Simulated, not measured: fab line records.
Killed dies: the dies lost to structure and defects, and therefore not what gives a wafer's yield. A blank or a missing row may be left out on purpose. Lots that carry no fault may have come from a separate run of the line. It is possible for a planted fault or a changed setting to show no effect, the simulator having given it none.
fab line records :: flow gf180mcu :: part 2 of 2: steps 30 to 42 of 42
[record]
  lots = 5
  wafers = 15
  last-day = 32
route steps=602 shown DUAL_GATE@148 POLY_GATE@157 HV_LDD@176
lots with no fault: from the same line, run without faults
start-h: hours from the record's first day to the start of the lot's first wafer shown :: wait-h: hours since the lot's step before :: " as in the row above :: L1.1+2: a single row standing in for several wafers :: - no value present, or no start provided :: * or withheld: withheld :: < > ~ a bound
route shown NAME@n: names a module that has steps shown in the file, with the first one's number in the route :: usual: average and standard deviation across the fault-free wafers :: same: alike in all rows :: chamber/n: place in a boat :: sites: each site's reading :: _std_site: standard deviation across them :: _edge_site: inner sites' mean taken away from outer sites' mean :: radius-mm: how far each site lies from the wafer's centre :: mask NAME#n: copy n :: behind: the last tool/chamber to shape the wafer :: hold: why the lot was held/for how many hours/how that ended :: device: transistor that didn't switch, given as n, p or np :: end of line: the tests these same wafers got at the end of their route :: step lacking rows: just its recipe :: killed: not the wafer's yield, but the dies lost to structure and defects at the first sort :: map: shows each die of a wafer: x if killed, . if not, _ if none is there
set.NAME: the setting as run; set.NAME@STEP: as run at that earlier step :: model.NAME: the simulator's own value behind a step, which no gauge read
a table for each step, a row for each wafer; lots at some steps of the route
services: when a tool's chamber went out of use (start-h, in hours from the record's first day, below 0 if earlier), for how many hours, and the reason
[[steps]]
[step GF_HV_LDD_HMDS_01]
[recipe]
  prime-time-s = 60
  prime-temp-c = 120
lot.wafer: L074.1+5+6
tool: litho-track-02
chamber: 0
start-h: 211.43
wait-h: 0.1

lot.wafer: L084.4+5+6
tool: litho-track-02
chamber: 0
start-h: 277.31
wait-h: 0.1

lot.wafer: L085.1+2+3
tool: litho-track-03
chamber: 0
start-h: 286.87
wait-h: 0.1

lot.wafer: L087.1+2+3
tool: litho-track-03
chamber: 0
start-h: 300.81
wait-h: 0.1

lot.wafer: L088.3+4+6
tool: litho-track-02
chamber: 0
start-h: 307.98
wait-h: 0.1
[step GF_HV_LDD_COAT_02]
[recipe]
  resist = NOVOLAK
  spin-rpm = 3000
  resist-thk-nm = 1000
lot.wafer: L074.1+5+6
tool: litho-track-02
chamber: 0
start-h: 211.58
wait-h: 0.1

lot.wafer: L084.4+5+6
tool: litho-track-02
chamber: 0
start-h: 277.46
wait-h: 0.1

lot.wafer: L085.1+2+3
tool: litho-track-03
chamber: 0
start-h: 287.02
wait-h: 0.1

lot.wafer: L087.1+2+3
tool: litho-track-03
chamber: 0
start-h: 300.96
wait-h: 0.1

lot.wafer: L088.3+4+6
tool: litho-track-02
chamber: 0
start-h: 308.13
wait-h: 0.1
[step GF_HV_LDD_SOFTBAKE_03]
[recipe]
  temp-c = 90
  time-s = 60
  resist = NOVOLAK
lot.wafer: L074.1+5+6
tool: litho-track-02
chamber: 0
start-h: 211.73
wait-h: 0.1

lot.wafer: L084.4+5+6
tool: litho-track-02
chamber: 0
start-h: 277.61
wait-h: 0.1

lot.wafer: L085.1+2+3
tool: litho-track-03
chamber: 0
start-h: 287.17
wait-h: 0.1

lot.wafer: L087.1+2+3
tool: litho-track-03
chamber: 0
start-h: 301.11
wait-h: 0.1

lot.wafer: L088.3+4+6
tool: litho-track-02
chamber: 0
start-h: 308.28
wait-h: 0.1
[step GF_HV_LDD_EXPOSE_04]
[recipe]
  mask-id = Nplus_LV_AREA
  target-cd-nm = 400
  na = 0.6
  source-shape = conventional
  sigma-outer = 0.6
  dose-mj = 140
[usual]
  stage-vel-mm-s = 500.0/0.3
lot.wafer: L074.1
tool: iline-stepper-01
chamber: 0
start-h: -
wait-h: -
mask: Nplus_LV_AREA#0
stage-vel-mm-s: 500.2

lot.wafer: L074.5
tool: iline-stepper-01
chamber: 0
start-h: -
wait-h: -
mask: Nplus_LV_AREA#0
stage-vel-mm-s: 499.9

lot.wafer: L074.6
tool: iline-stepper-01
chamber: 0
start-h: -
wait-h: -
mask: Nplus_LV_AREA#0
stage-vel-mm-s: 500.1

lot.wafer: L084.4
tool: iline-stepper-01
chamber: 0
start-h: -
wait-h: -
mask: Nplus_LV_AREA#0
stage-vel-mm-s: 500.0

lot.wafer: L084.5
tool: iline-stepper-01
chamber: 0
start-h: -
wait-h: -
mask: Nplus_LV_AREA#0
stage-vel-mm-s: 499.9

lot.wafer: L084.6
tool: iline-stepper-01
chamber: 0
start-h: -
wait-h: -
mask: Nplus_LV_AREA#0
stage-vel-mm-s: 500.0

lot.wafer: L085.1
tool: iline-stepper-02
chamber: 0
start-h: -
wait-h: -
mask: Nplus_LV_AREA#0
stage-vel-mm-s: 500.1

lot.wafer: L085.2
tool: iline-stepper-02
chamber: 0
start-h: -
wait-h: -
mask: Nplus_LV_AREA#0
stage-vel-mm-s: 499.8

lot.wafer: L085.3
tool: iline-stepper-02
chamber: 0
start-h: -
wait-h: -
mask: Nplus_LV_AREA#0
stage-vel-mm-s: 499.7

lot.wafer: L087.1
tool: iline-stepper-02
chamber: 0
start-h: -
wait-h: -
mask: Nplus_LV_AREA#0
stage-vel-mm-s: 500.0

lot.wafer: L087.2
tool: iline-stepper-02
chamber: 0
start-h: -
wait-h: -
mask: Nplus_LV_AREA#0
stage-vel-mm-s: 500.4

lot.wafer: L087.3
tool: iline-stepper-02
chamber: 0
start-h: -
wait-h: -
mask: Nplus_LV_AREA#0
stage-vel-mm-s: 499.9

lot.wafer: L088.3
tool: iline-stepper-01
chamber: 0
start-h: -
wait-h: -
mask: Nplus_LV_AREA#0
stage-vel-mm-s: 499.9

lot.wafer: L088.4
tool: iline-stepper-01
chamber: 0
start-h: -
wait-h: -
mask: Nplus_LV_AREA#0
stage-vel-mm-s: 500.1

lot.wafer: L088.6
tool: iline-stepper-01
chamber: 0
start-h: -
wait-h: -
mask: Nplus_LV_AREA#0
stage-vel-mm-s: 499.8
[step GF_HV_LDD_PEB_05]
[recipe]
  temp-c = withheld
  time-s = *
  resist = NOVOLAK
lot.wafer: L074.1+5+6
tool: litho-track-01
chamber: 0
start-h: -
wait-h: -

lot.wafer: L084.4+5+6
tool: litho-track-01
chamber: 0
start-h: -
wait-h: -

lot.wafer: L085.1+2+3
tool: litho-track-01
chamber: 0
start-h: -
wait-h: -

lot.wafer: L087.1+2+3
tool: litho-track-03
chamber: 0
start-h: -
wait-h: -

lot.wafer: L088.3+4+6
tool: litho-track-01
chamber: 0
start-h: -
wait-h: -
[step GF_HV_LDD_DEVELOP_06]
[recipe]
  develop-time-s = 60
  dev-temp-c = 23
lot.wafer: L074.1+5+6
tool: litho-track-01
chamber: 0
start-h: 220.34
wait-h: 0.1

lot.wafer: L084.4+5+6
tool: litho-track-01
chamber: 0
start-h: 286.62
wait-h: 0.1

lot.wafer: L085.1+2+3
tool: litho-track-01
chamber: 0
start-h: 297.34
wait-h: 0.1

lot.wafer: L087.1+2+3
tool: litho-track-03
chamber: 0
start-h: 311.06
wait-h: 0.1

lot.wafer: L088.3+4+6
tool: litho-track-01
chamber: 0
start-h: 319.14
wait-h: 0.1
[step GF_HV_LDD_CD_MEAS_07]
[recipe]
  target-cd-nm = 400
[usual]
  cd-nm = 400.4/1.9
lot.wafer: L074.1
tool: cd-sem-02
chamber: -
start-h: 220.49
wait-h: 0.1
cd-nm: 399.5

lot.wafer: L074.5
tool: cd-sem-02
chamber: -
start-h: 220.49
wait-h: 0.1
cd-nm: 399.3

lot.wafer: L074.6
tool: cd-sem-02
chamber: -
start-h: 220.49
wait-h: 0.1
cd-nm: 398.5

lot.wafer: L084.4
tool: cd-sem-02
chamber: -
start-h: 286.75
wait-h: 0.1
cd-nm: 401.9

lot.wafer: L084.5
tool: cd-sem-02
chamber: -
start-h: 286.75
wait-h: 0.1
cd-nm: 402.4

lot.wafer: L084.6
tool: cd-sem-02
chamber: -
start-h: 286.75
wait-h: 0.1
cd-nm: 399.7

lot.wafer: L085.1
tool: cd-sem-02
chamber: -
start-h: 297.49
wait-h: 0.1
cd-nm: 400.3

lot.wafer: L085.2
tool: cd-sem-02
chamber: -
start-h: 297.49
wait-h: 0.1
cd-nm: 401.5

lot.wafer: L085.3
tool: cd-sem-02
chamber: -
start-h: 297.49
wait-h: 0.1
cd-nm: 399.2

lot.wafer: L087.1
tool: cd-sem-02
chamber: -
start-h: 311.21
wait-h: 0.1
cd-nm: 400.4

lot.wafer: L087.2
tool: cd-sem-02
chamber: -
start-h: 311.21
wait-h: 0.1
cd-nm: 401.5

lot.wafer: L087.3
tool: cd-sem-02
chamber: -
start-h: 311.21
wait-h: 0.1
cd-nm: 400.5

lot.wafer: L088.3
tool: cd-sem-02
chamber: -
start-h: 319.28
wait-h: 0.1
cd-nm: 400.8

lot.wafer: L088.4
tool: cd-sem-02
chamber: -
start-h: 319.28
wait-h: 0.1
cd-nm: 402.2

lot.wafer: L088.6
tool: cd-sem-02
chamber: -
start-h: 319.28
wait-h: 0.1
cd-nm: 400.6
[step GF_HV_LDD_OVL_MEAS_08]
[usual]
  HV_LDD_OVL = 0.1/1.2
lot.wafer: L074.1
tool: overlay-02
chamber: -
start-h: 220.61
wait-h: 0.1
HV_LDD_OVL[nm]: -0.4

lot.wafer: L074.5
tool: overlay-02
chamber: -
start-h: 220.61
wait-h: 0.1
HV_LDD_OVL[nm]: -3.1

lot.wafer: L074.6
tool: overlay-02
chamber: -
start-h: 220.61
wait-h: 0.1
HV_LDD_OVL[nm]: -1.1

lot.wafer: L084.4
tool: overlay-02
chamber: -
start-h: 286.83
wait-h: 0.1
HV_LDD_OVL[nm]: -1.3

lot.wafer: L084.5
tool: overlay-02
chamber: -
start-h: 286.83
wait-h: 0.1
HV_LDD_OVL[nm]: -0.9

lot.wafer: L084.6
tool: overlay-02
chamber: -
start-h: 286.83
wait-h: 0.1
HV_LDD_OVL[nm]: -0.9

lot.wafer: L085.1
tool: overlay-02
chamber: -
start-h: 297.61
wait-h: 0.1
HV_LDD_OVL[nm]: -0.1

lot.wafer: L085.2
tool: overlay-02
chamber: -
start-h: 297.61
wait-h: 0.1
HV_LDD_OVL[nm]: -1.2

lot.wafer: L085.3
tool: overlay-02
chamber: -
start-h: 297.61
wait-h: 0.1
HV_LDD_OVL[nm]: 0.3

lot.wafer: L087.1
tool: overlay-01
chamber: -
start-h: 311.33
wait-h: 0.1
HV_LDD_OVL[nm]: 1.7

lot.wafer: L087.2
tool: overlay-01
chamber: -
start-h: 311.33
wait-h: 0.1
HV_LDD_OVL[nm]: 0.1

lot.wafer: L087.3
tool: overlay-01
chamber: -
start-h: 311.33
wait-h: 0.1
HV_LDD_OVL[nm]: -0.5

lot.wafer: L088.3
tool: overlay-02
chamber: -
start-h: 319.37
wait-h: 0.1
HV_LDD_OVL[nm]: 1.4

lot.wafer: L088.4
tool: overlay-02
chamber: -
start-h: 319.37
wait-h: 0.1
HV_LDD_OVL[nm]: 0.6

lot.wafer: L088.6
tool: overlay-02
chamber: -
start-h: 319.37
wait-h: 0.1
HV_LDD_OVL[nm]: 1.2
[step GF_HV_LDD_IMPLANT_09]
[recipe]
  species = As
  energy-kev = 40
  dose-cm2 = 1e+14
  tilt-deg = 7
lot.wafer: L074.1+5+6
tool: implanter-01
chamber: 0
start-h: 220.65
wait-h: 0.0

lot.wafer: L084.4+5+6
tool: implanter-01
chamber: 0
start-h: 286.92
wait-h: 0.1

lot.wafer: L085.1+2+3
tool: implanter-04
chamber: 0
start-h: 297.65
wait-h: 0.0

lot.wafer: L087.1+2+3
tool: implanter-04
chamber: 0
start-h: 311.37
wait-h: 0.0

lot.wafer: L088.3+4+6
tool: implanter-02
chamber: 0
start-h: 319.45
wait-h: 0.1
[step GF_HV_LDD_STRIP_10]
[recipe]
  chemistry = O2/N2
  power-w = 1400
  pressure-mtorr = 1500
  platen-temp-c = 250
  o2-flow-sccm = 3000
  n2-flow-sccm = 300
  overash-fraction = 0.5
[usual]
  drypump-motor-current-A = 5.6/0.54
  heater-power-w = 329/43
  oes-product-au = 0.715/0.0046
  strip-time-to-endpoint-s = 12.63/0.031
lot.wafer: L074.1
tool: plasma-asher-04
chamber: 0
start-h: 220.80
wait-h: 0.1
drypump-motor-current-A: 6.5
heater-power-w: 335
oes-product-au: 0.715
rf-hours-counter-h: 54
strip-time-to-endpoint-s: 12.68

lot.wafer: L074.5
tool: plasma-asher-04
chamber: 0
start-h: 220.80
wait-h: 0.1
drypump-motor-current-A: 6.5
heater-power-w: 332
oes-product-au: 0.717
rf-hours-counter-h: -
strip-time-to-endpoint-s: 12.67

lot.wafer: L074.6
tool: plasma-asher-04
chamber: 1
start-h: 220.80
wait-h: 0.1
drypump-motor-current-A: 5.4
heater-power-w: 272
oes-product-au: 0.716
rf-hours-counter-h: -
strip-time-to-endpoint-s: 12.66

lot.wafer: L084.4
tool: plasma-asher-03
chamber: 1
start-h: 287.03
wait-h: 0.1
drypump-motor-current-A: 6.0
heater-power-w: 306
oes-product-au: 0.710
rf-hours-counter-h: -
strip-time-to-endpoint-s: 12.60

lot.wafer: L084.5
tool: plasma-asher-03
chamber: 0
start-h: 287.03
wait-h: 0.1
drypump-motor-current-A: 5.2
heater-power-w: 400
oes-product-au: 0.714
rf-hours-counter-h: -
strip-time-to-endpoint-s: 12.62

lot.wafer: L084.6
tool: plasma-asher-03
chamber: 1
start-h: 287.03
wait-h: 0.1
drypump-motor-current-A: 6.1
heater-power-w: 308
oes-product-au: 0.715
rf-hours-counter-h: -
strip-time-to-endpoint-s: 12.64

lot.wafer: L085.1
tool: plasma-asher-02
chamber: 0
start-h: 297.80
wait-h: 0.1
drypump-motor-current-A: 4.9
heater-power-w: 323
oes-product-au: 0.706
rf-hours-counter-h: 49
strip-time-to-endpoint-s: 12.60

lot.wafer: L085.2
tool: plasma-asher-02
chamber: 1
start-h: 297.80
wait-h: 0.1
drypump-motor-current-A: 5.8
heater-power-w: 310
oes-product-au: 0.712
rf-hours-counter-h: 49
strip-time-to-endpoint-s: 12.63

lot.wafer: L085.3
tool: plasma-asher-02
chamber: 0
start-h: 297.80
wait-h: 0.1
drypump-motor-current-A: 4.8
heater-power-w: 316
oes-product-au: 0.711
rf-hours-counter-h: -
strip-time-to-endpoint-s: 12.62

lot.wafer: L087.1
tool: plasma-asher-02
chamber: 0
start-h: 311.52
wait-h: 0.1
drypump-motor-current-A: 4.8
heater-power-w: 317
oes-product-au: 0.722
rf-hours-counter-h: 51
strip-time-to-endpoint-s: 12.56

lot.wafer: L087.2
tool: plasma-asher-02
chamber: 1
start-h: 311.52
wait-h: 0.1
drypump-motor-current-A: 5.8
heater-power-w: 309
oes-product-au: 0.724
rf-hours-counter-h: 51
strip-time-to-endpoint-s: 12.56

lot.wafer: L087.3
tool: plasma-asher-02
chamber: 1
start-h: 311.52
wait-h: 0.1
drypump-motor-current-A: 5.8
heater-power-w: 302
oes-product-au: 0.718
rf-hours-counter-h: -
strip-time-to-endpoint-s: 12.62

lot.wafer: L088.3
tool: plasma-asher-03
chamber: 0
start-h: 319.58
wait-h: 0.1
drypump-motor-current-A: 5.1
heater-power-w: 388
oes-product-au: 0.715
rf-hours-counter-h: -
strip-time-to-endpoint-s: 12.63

lot.wafer: L088.4
tool: plasma-asher-03
chamber: 1
start-h: 319.58
wait-h: 0.1
drypump-motor-current-A: 6.0
heater-power-w: 311
oes-product-au: 0.710
rf-hours-counter-h: -
strip-time-to-endpoint-s: 12.59

lot.wafer: L088.6
tool: plasma-asher-03
chamber: 1
start-h: 319.58
wait-h: 0.1
drypump-motor-current-A: 6.0
heater-power-w: 310
oes-product-au: 0.713
rf-hours-counter-h: -
strip-time-to-endpoint-s: 12.65
[step GF_HV_LDD_TW_MEAS_11]
[usual]
  HV_LDD_TW = 2430/24
lot.wafer: L074.1
tool: film-metro-03
chamber: -
start-h: 220.90
wait-h: 0.1
HV_LDD_TW: 2432

lot.wafer: L074.5
tool: film-metro-03
chamber: -
start-h: 220.90
wait-h: 0.1
HV_LDD_TW: 2435

lot.wafer: L074.6
tool: film-metro-03
chamber: -
start-h: 220.90
wait-h: 0.1
HV_LDD_TW: 2445

lot.wafer: L084.4
tool: film-metro-04
chamber: -
start-h: 287.13
wait-h: 0.1
HV_LDD_TW: 2391

lot.wafer: L084.5
tool: film-metro-04
chamber: -
start-h: 287.13
wait-h: 0.1
HV_LDD_TW: 2407

lot.wafer: L084.6
tool: film-metro-04
chamber: -
start-h: 287.13
wait-h: 0.1
HV_LDD_TW: 2395

lot.wafer: L085.1
tool: film-metro-04
chamber: -
start-h: 297.90
wait-h: 0.1
HV_LDD_TW: 2426

lot.wafer: L085.2
tool: film-metro-04
chamber: -
start-h: 297.90
wait-h: 0.1
HV_LDD_TW: 2423

lot.wafer: L085.3
tool: film-metro-04
chamber: -
start-h: 297.90
wait-h: 0.1
HV_LDD_TW: 2409

lot.wafer: L087.1
tool: film-metro-03
chamber: -
start-h: 311.62
wait-h: 0.1
HV_LDD_TW: 2456

lot.wafer: L087.2
tool: film-metro-03
chamber: -
start-h: 311.62
wait-h: 0.1
HV_LDD_TW: 2440

lot.wafer: L087.3
tool: film-metro-03
chamber: -
start-h: 311.62
wait-h: 0.1
HV_LDD_TW: 2445

lot.wafer: L088.3
tool: film-metro-03
chamber: -
start-h: 319.67
wait-h: 0.1
HV_LDD_TW: 2459

lot.wafer: L088.4
tool: film-metro-03
chamber: -
start-h: 319.67
wait-h: 0.1
HV_LDD_TW: 2452

lot.wafer: L088.6
tool: film-metro-03
chamber: -
start-h: 319.67
wait-h: 0.1
HV_LDD_TW: 2441
[step GF_HV_LDD_DEHYDRATE_12]
[recipe]
  temp-c = 200
  time-s = 60
lot.wafer: L074.1+5+6
tool: litho-track-02
chamber: 0
start-h: 229.28
wait-h: 8.4

lot.wafer: L084.4+5+6
tool: litho-track-01
chamber: 0
start-h: 296.67
wait-h: 9.5

lot.wafer: L085.1+2+3
tool: litho-track-01
chamber: 0
start-h: 307.34
wait-h: 9.4

lot.wafer: L087.1+2+3
tool: litho-track-01
chamber: 0
start-h: 321.74
wait-h: 10.1

lot.wafer: L088.3+4+6
tool: litho-track-03
chamber: 0
start-h: 329.46
wait-h: 9.8
[step GF_HV_LDD_HMDS_13]
[recipe]
  prime-time-s = 60
  prime-temp-c = 120
lot.wafer: L074.1+5+6
tool: litho-track-02
chamber: 0
start-h: 229.43
wait-h: 0.1

lot.wafer: L084.4+5+6
tool: litho-track-01
chamber: 0
start-h: 296.82
wait-h: 0.1

lot.wafer: L085.1+2+3
tool: litho-track-01
chamber: 0
start-h: 307.49
wait-h: 0.1

lot.wafer: L087.1+2+3
tool: litho-track-01
chamber: 0
start-h: 321.89
wait-h: 0.1

lot.wafer: L088.3+4+6
tool: litho-track-03
chamber: 0
start-h: 329.61
wait-h: 0.1
[[services]]
tool: krf-scanner-01
chamber: -
start-h: 154.62
hours: 0.8
kind: pm

tool: krf-scanner-01
chamber: -
start-h: 165.76
hours: 1.3
kind: pm

tool: rie-si-02
chamber: 2
start-h: 181.33
hours: 1.5
kind: repair

tool: rie-si-02
chamber: 2
start-h: 183.17
hours: 5.6
kind: repair

tool: rie-diel-04
chamber: 0
start-h: 185.38
hours: 2.8
kind: repair

tool: plasma-asher-04
chamber: -
start-h: 186.87
hours: 14.6
kind: pm

tool: krf-scanner-01
chamber: -
start-h: 188.46
hours: 1.0
kind: pm

tool: plasma-asher-03
chamber: -
start-h: 190.70
hours: 2.5
kind: repair

tool: rie-diel-04
chamber: 0
start-h: 200.72
hours: 45.8
kind: repair

tool: plasma-asher-04
chamber: -
start-h: 210.38
hours: 0.9
kind: repair

tool: rie-si-02
chamber: 2
start-h: 210.83
hours: 20.9
kind: repair

tool: rie-diel-04
chamber: 1
start-h: 218.28
hours: 3.7
kind: repair

tool: furnace-02
chamber: -
start-h: 239.32
hours: 3.0
kind: pm

tool: rie-si-02
chamber: 0
start-h: 244.43
hours: 5.7
kind: repair

tool: furnace-01
chamber: -
start-h: 249.83
hours: 4.1
kind: pm

tool: iline-stepper-01
chamber: -
start-h: 255.79
hours: 0.5
kind: repair

tool: rie-diel-04
chamber: 1
start-h: 256.93
hours: 3.0
kind: repair

tool: iline-stepper-02
chamber: -
start-h: 262.78
hours: 1.7
kind: pm

tool: krf-scanner-01
chamber: -
start-h: 271.44
hours: 7.3
kind: repair

tool: iline-stepper-01
chamber: -
start-h: 279.33
hours: 1.7
kind: pm

tool: wet-bench-01
chamber: -
start-h: 298.57
hours: 6.6
kind: repair

tool: wet-bench-02
chamber: -
start-h: 309.04
hours: 4.7
kind: repair

tool: plasma-asher-03
chamber: -
start-h: 314.43
hours: 0.8
kind: repair

tool: plasma-asher-04
chamber: -
start-h: 329.59
hours: 2.6
kind: repair
